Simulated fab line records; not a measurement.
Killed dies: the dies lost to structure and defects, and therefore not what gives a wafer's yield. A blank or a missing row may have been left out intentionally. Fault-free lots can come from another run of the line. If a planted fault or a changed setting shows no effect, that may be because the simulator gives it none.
Struck lot and sound lot, side by side ; flow gf180mcu ; 17 out of 602 route steps
Sound: these wafers, L633.1, L633.2, L633.5. Wafers L632.1, L632.3, L632.4 were the ones struck. The cause comes at the end.
Order at every step that has rows: each side's tool, ch and its chambers, its first start. Under that, the readings that differ: sound wafers ; struck wafers ; difference of the means ; sigmas: that difference in standard deviations of wafers without a fault.
alike: readings whose means differ by less than 2 such deviations, and words and numbers that are the same on both sides. not compared: withheld readings, readings that some wafer has no value for, bounds like >300 that may hide the same value, and numbers for which the record gives no deviation and whose values overlap.
The two part at a step that has a row with sigmas, a row that says differs or no value, or rows on one side only. Numbers that don't overlap but have no deviation are shown without sigmas and don't part them. A reading that every wafer of one side lacks parts them only if that side has two wafers or more.

first, 3 steps without rows for these wafers: GF_V2_EXPOSE_11 (exposes mask Via2, target cd 260 nm); GF_V2_PEB_12 (peb time 90 s); GF_V2_DEVELOP_13 (develop time 60 s).
GF_V2_CD_MEAS_14 targets a cd of 260 nm.
  sound on cdSem-02, day 27 01:32; struck on cdSem-02, day 26 15:56
  alike: cdNm
GF_V2_OVL_MEAS_15:
  sound on overlay-01, day 27 01:39; struck on overlay-01, day 26 16:03
  alike: V2_OVL
GF_V2_ETCH_16: etches BARC in N2/H2.
  sound on rieDiel-04 ch 0,3, day 27 01:41; struck on rieDiel-02 ch 0,1,2, day 26 16:05
  alike: drypumpMotorCurrentA, n2FlowSccm, oesProductAu, throttleValvePct
then, 1 step without rows for these wafers: GF_V2_ETCH_17 (etches SiO2 in C4F8/O2/Ar, stops on TiN, target depth 630 nm).
GF_V2_STRIP_18: strips in O2/N2.
  sound on plasmaAsher-01 ch 0,1, day 27 01:49; struck on plasmaAsher-04 ch 0,1, day 26 16:13
  alike: drypumpMotorCurrentA, heaterPowerW, n2FlowSccm, oesProductAu
  not compared: rfHoursCounterH
then, 2 steps without rows for these wafers: GF_V2_STRIP_19 (strips in post etch residue remover, time 1200 s); GF_V2_CLEAN_20 (cleans in DIW).
GF_V2_SPUTTER_21: material Ti, target thk 15 nm, time 80.02 s.
  sound on pvdSputter-04, day 27 02:25; struck on pvdSputter-04, day 26 16:50
  alike: throttleValvePct
GF_V2_SPUTTER_22: material TiN, target thk 10 nm, time 40 s.
  sound on pvdSputter-04, day 27 02:28; struck on pvdSputter-04, day 26 16:54
  alike: throttleValvePct
GF_V2_CVD_23: deposits W, target thk 350 nm, time 104.94 s.
  sound on cvdW-01 ch 0,1, day 27 02:31; struck on cvdW-02 ch 0,1, day 26 16:56
reading;sound;struck;difference;sigmas
susceptorTempC (C);400.16 399.94 400.17;396.01 396.00 396.01;-4.08;-19
model.W_of_V2_CVD_23.thkNm (nm);346.6 343.6 348.6;330.8 327.7 327.2;-17.7;
  alike: heaterPowerW
GF_V2_RS_MEAS_24: measures by four-point-probe.
  sound on filmMetro-03, day 27 02:37; struck on filmMetro-03, day 26 17:03
reading;sound;struck;difference;sigmas
V2_W_RS (ohm/sq);0.331 0.333 0.328;0.347 0.349 0.350;+0.018;+5
GF_V2_THK_MEAS_25: measures by xrf.
  sound on filmMetro-03, day 27 02:44; struck on filmMetro-03, day 26 17:10
reading;sound;struck;difference;sigmas
V2_W_THK (nm);348 344 349;333 330 331;-16;-3
GF_V2_CMP_26: polishes, stops on SiO2, t overpolish 15 s, target thk 0 nm.
  sound on cmp-01 ch 0,2,3, day 27 02:51; struck on cmp-01 ch 0,2,3, day 26 17:14
  alike: headPressurePsi, motorCurrentA
after that, 1 step had no rows for these wafers: GF_PASSIVATION_PROBE_99.

## WHERE THEY PART
Earliest at GF_V2_CVD_23; latest, in this record, at GF_V2_THK_MEAS_25. Later steps at which nothing parts them and some readings are alike: GF_V2_CMP_26.

WHY: the cause the simulator had injected
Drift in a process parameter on cvdW-02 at GF_V2_CVD_23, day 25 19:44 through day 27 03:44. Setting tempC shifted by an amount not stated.
